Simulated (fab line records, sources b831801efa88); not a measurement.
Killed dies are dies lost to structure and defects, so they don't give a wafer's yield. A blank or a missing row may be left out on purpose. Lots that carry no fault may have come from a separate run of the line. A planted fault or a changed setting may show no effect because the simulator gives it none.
Which tool is to blame? -- flow gf180mcu -- 14 lots, 40 wafers sampled, at 2 steps of a route of 602

WHAT THE GAUGES SHOWED, per wafer
GF_V4_BOW_MEAS_05. Usual: V4_BOW gives 135 um (standard deviation 8.9).
lot,measured,on,V4_BOW (um),flag
L434,day 23 07:26,film_metro-03,146 150 141,
L435,day 23 11:51,film_metro-03,140 140 140,
L436,day 24 03:46,film_metro-04,130 142 142,
L437,day 24 15:53,film_metro-01,137 135 131,
L438,day 24 21:34,film_metro-01,142 133 141,
L439,day 25 05:19,film_metro-01,120 148 135,
L440,day 25 15:46,film_metro-03,127 139 140,
L441,day 25 23:37,film_metro-01,154 145 152,
L448,day 28 09:55,film_metro-03,122 144,
L450,day 28 18:14,film_metro-03,114 129,
L453,day 29 12:59,film_metro-04,140 126 141,
L454,day 29 20:14,film_metro-03,136 133 144,
L456,day 30 10:38,film_metro-03,129 136 137,
L457,day 30 15:10,film_metro-01,136 132 152,

WHAT TOOL EACH LOT RAN ON (gives the tool, then ch and the chambers of the sampled wafers, and finally the start)
lot,GF_M4_SPUTTER_00
L434,"pvd_sputter-03, day 22 06:22"
L435,"pvd_sputter-03, day 22 11:23"
L436,"pvd_sputter-01, day 23 03:30"
L437,"pvd_sputter-02, day 23 15:35"
L438,"pvd_sputter-02, day 23 21:17"
L439,"pvd_sputter-02, day 24 05:52"
L440,"pvd_sputter-03, day 24 16:32"
L441,"pvd_sputter-02, day 25 01:15"
L448,"pvd_sputter-01, day 27 12:26"
L450,"pvd_sputter-02, day 27 21:08"
L453,"pvd_sputter-02, day 28 16:59"
L454,"pvd_sputter-01, day 28 23:43"
L456,"pvd_sputter-02, day 29 15:04"
L457,"pvd_sputter-01, day 29 19:52"
- GF_M4_SPUTTER_00: material Ti, target thk 37.5 nm, time 150 s.

WHAT THE TOOLS THEMSELVES READ (means of the sampled wafers that have a number; where no wafer has one, the mark that the record gives instead)
GF_M4_SPUTTER_00. Usual: cathode_dc_power_W 4000.0 W, standard deviation 0.71; throttle_valve_pct 29.2 %, standard deviation 0.81.
lot,tool,cathode_dc_power_W (W),throttle_valve_pct (%),flag
L434,pvd_sputter-03,4000.0,29.3,
L435,pvd_sputter-03,4000.0,29.3,
L436,pvd_sputter-01,4000.4,29.7,
L437,pvd_sputter-02,4000.1,30.1,
L438,pvd_sputter-02,4000.5,29.7,
L439,pvd_sputter-02,3999.5,29.1,
L440,pvd_sputter-03,4000.1,29.2,
L441,pvd_sputter-02,3999.3,29.6,
L448,pvd_sputter-01,4000.2,28.0,
L450,pvd_sputter-02,4000.1,29.9,
L453,pvd_sputter-02,3999.7,29.4,
L454,pvd_sputter-01,3999.9,28.5,
L456,pvd_sputter-02,3999.6,29.8,
L457,pvd_sputter-01,3999.8,29.3,

THE ANSWER, worked out from the rows above alone
Rule: a lot counts as off when the mean over its wafers that have a number is more than 3 standard deviations away from the usual mean. A lot without any number at a reading at which 4 lots or more have one is off too. Where the step has rows for the other lots, those lots are counted as sound. The gauges are gone through in route order, then the tools' own readings, and for those a lot's mean is taken as printed above. At the first step where some lot is off, the reading lying furthest off is the one used; lots without a number count as furthest.
No lot is off at any reading shown: from this, nothing can be told.

WHAT HAD BEEN PUT IN BY THE SIMULATOR
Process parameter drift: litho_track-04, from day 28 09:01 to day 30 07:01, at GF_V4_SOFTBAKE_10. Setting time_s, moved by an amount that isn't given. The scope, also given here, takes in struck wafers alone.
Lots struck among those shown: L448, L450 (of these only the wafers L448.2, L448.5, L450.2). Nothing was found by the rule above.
